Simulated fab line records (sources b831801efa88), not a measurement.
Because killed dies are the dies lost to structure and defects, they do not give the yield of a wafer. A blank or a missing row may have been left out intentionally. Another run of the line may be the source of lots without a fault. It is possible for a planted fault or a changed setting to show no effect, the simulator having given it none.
What tool caused it? / flow sky130 / 7 lots with 21 wafers sampled at 2 steps, on a route of 708 steps

## WHAT THE GAUGES SHOWED, per wafer
SKY_CONTACT_THK_MEAS_01.
lot=L839; measured=day 31 01:52; on=film metro-02; CONTACT_CVD_00_THK (nm)=75.5 75.5 76.2
lot=L844; measured=day 33 13:53; on=film metro-03; CONTACT_CVD_00_THK (nm)=74.5 74.1 76.6
lot=L849; measured=day 34 19:23; on=film metro-03; CONTACT_CVD_00_THK (nm)=75.6 76.4 69.4
lot=L851; measured=day 35 09:02; on=film metro-04; CONTACT_CVD_00_THK (nm)=72.4 75.2 74.0
lot=L855; measured=day 36 03:58; on=film metro-03; CONTACT_CVD_00_THK (nm)=74.5 75.0 75.7
lot=L859; measured=day 37 12:08; on=film metro-04; CONTACT_CVD_00_THK (nm)=74.3 76.2 76.1
lot=L860; measured=day 37 21:53; on=film metro-04; CONTACT_CVD_00_THK (nm)=72.8 72.8 74.5

## WHICH TOOL RAN EACH LOT (tool, then ch and the chambers of the sampled wafers, then the start)
lot=L839; SKY_CONTACT_CVD_00=pecvd-04 ch 0,1,2, day 31 01:49
lot=L844; SKY_CONTACT_CVD_00=pecvd-02 ch 1,2, day 33 13:50
lot=L849; SKY_CONTACT_CVD_00=pecvd-04 ch 0,1, day 34 19:20
lot=L851; SKY_CONTACT_CVD_00=pecvd-02 ch 0,2, day 35 08:59
lot=L855; SKY_CONTACT_CVD_00=pecvd-01 ch 0,1, day 36 03:55
lot=L859; SKY_CONTACT_CVD_00=pecvd-02 ch 0,1, day 37 12:05
lot=L860; SKY_CONTACT_CVD_00=pecvd-02 ch 0,1, day 37 21:51
- SKY_CONTACT_CVD_00: deposits Si3N4, target thk 75 nm.

## THE ANSWER, worked out from the rows above alone
Rule: the lots themselves supply what counts as usual. The widest of any qualifying gaps counts: lots, ordered by their means at a reading, are off when they make up no more than a third of the lots, leave a main group of 4 or more, and stand apart from it by 3 or more times the standard deviation of that group's means. If all means in a main group match to the digits the tables above print for the reading, that group is not used. A lot without any number at a reading at which 4 lots or more have one is off too. All remaining lots with rows at the step are treated as sound.
Across all readings shown, no lot is off: no conclusion can be drawn from this.

## WHAT THE SIMULATOR PUT IN
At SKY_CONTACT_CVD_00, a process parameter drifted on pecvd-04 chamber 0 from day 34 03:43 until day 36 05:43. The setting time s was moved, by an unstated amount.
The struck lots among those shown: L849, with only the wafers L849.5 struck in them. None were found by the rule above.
